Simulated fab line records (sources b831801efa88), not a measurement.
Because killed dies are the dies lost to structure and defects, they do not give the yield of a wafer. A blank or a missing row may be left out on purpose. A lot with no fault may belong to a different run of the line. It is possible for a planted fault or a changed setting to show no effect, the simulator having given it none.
A single fault, viewed from 2 desks || flow sky130 || what lay behind the numbers comes last; until then each desk has only its own

AT THE METROLOGY DESK
Lot by lot, what the gauges showed, no matter which tool ran the lot: averages of those sampled wafers that carry a number. The brackets show how far a lot's mean lies from the usual mean; more than 4 standard deviations puts the lot out of limits, marked OUT.
Columns: A = LOCAL_INTERCONNECT_TIN_RS at SKY_LOCAL_INTERCONNECT_RS_MEAS_01, usual 14.16 ohm/sq; B = METAL2_ALCU_THK at SKY_METAL2_THK_MEAS_06, usual 249.5 nm
{"lot": "L240", "first seen here": "day 29 01:04", "A": 14.30, "B": 247.9}
{"lot": "L242", "first seen here": "day 29 18:40", "A": 13.98, "B": 248.2}
{"lot": "L244", "first seen here": "day 30 03:42", "A": 14.05, "B": 247.8}
{"lot": "L243", "first seen here": "day 30 05:09", "A": 14.31, "B": 249.0}
{"lot": "L245", "first seen here": "day 30 16:43", "A": 14.23, "B": 248.7}
{"lot": "L246", "first seen here": "day 31 05:44", "A": 14.12, "B": 249.1}
{"lot": "L247", "first seen here": "day 31 13:14", "A": 14.13, "B": 251.3}
{"lot": "L249", "first seen here": "day 32 02:30", "A": 14.10, "B": 249.9}
{"lot": "L253", "first seen here": "day 33 10:25", "A": 14.21, "B": 250.1}
{"lot": "L256", "first seen here": "day 34 12:54", "A": 14.64, "B": 246.7}
{"lot": "L257", "first seen here": "day 34 14:55", "A": 14.47, "B": 249.7}
{"lot": "L259", "first seen here": "day 35 14:40", "A": 14.14, "B": 250.5}
This desk's verdict: no lot among the 12 shows anything out of limits.

FOR THE TOOL OWNER'S DESK: pvd-sputter-01
The tool's own readings at SKY_LOCAL_INTERCONNECT_SPUTTER_00 (material TiN, target thk 100 nm, time 83.3 s): means of the sampled wafers that have a number, for each lot that ran on this tool. The brackets show how far a lot's mean lies from the usual mean; more than 4 standard deviations puts the lot out of limits, marked OUT.
Columns: A = cathode-dc-power-W at SKY_LOCAL_INTERCONNECT_SPUTTER_00, usual 6500.1 W; B = chamber-pressure-pa at SKY_LOCAL_INTERCONNECT_SPUTTER_00, usual 0.4000 Pa; C = throttle-valve-pct at SKY_LOCAL_INTERCONNECT_SPUTTER_00, usual 30.3 %
{"lot": "L240", "first seen here": "day 29 01:00", "A": 6501.0, "B": 0.3995, "C": 31.1}
{"lot": "L243", "first seen here": "day 30 05:05", "A": 6500.6, "B": 0.4012, "C": 29.8}
{"lot": "L245", "first seen here": "day 30 16:38", "A": 6499.9, "B": 0.3995, "C": 29.4}
{"lot": "L249", "first seen here": "day 32 02:26", "A": 6500.7, "B": 0.3990, "C": 31.1}
{"lot": "L253", "first seen here": "day 33 10:22", "A": 6501.5, "B": 0.3990, "C": 29.2}
{"lot": "L256", "first seen here": "day 34 12:48", "A": 6499.8, "B": "0.4704 (+82) OUT", "C": 27.2}
{"lot": "L257", "first seen here": "day 34 14:50", "A": 6501.2, "B": "0.4697 (+81) OUT", "C": 28.6}
This desk finds L256, L257 out of limits, L256 being first, at day 34 12:48 (chamber-pressure-pa at SKY_LOCAL_INTERCONNECT_SPUTTER_00). In limits: L240, L243, L245, L249, L253.

BROUGHT TOGETHER
The tool owner's desk had the chance to raise an alarm at day 34 12:48 on L256, L257.
From the metrology desk's view, nothing was out of limits.
The metrology desk has L256, L257 on record, within its limits.
On pvd-sputter-01, each named lot ran SKY_LOCAL_INTERCONNECT_SPUTTER_00.

WHAT THE SIMULATOR HAD PUT IN
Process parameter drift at SKY_LOCAL_INTERCONNECT_SPUTTER_00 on pvd-sputter-01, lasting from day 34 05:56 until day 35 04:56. From 0.4, the setting chamber-pressure-pa moved by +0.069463. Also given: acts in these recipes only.
Struck lots among those shown: L256, L257.
Delay in hours, fault start to first out-of-limits reading, by desk: the tool owner's desk at 7.
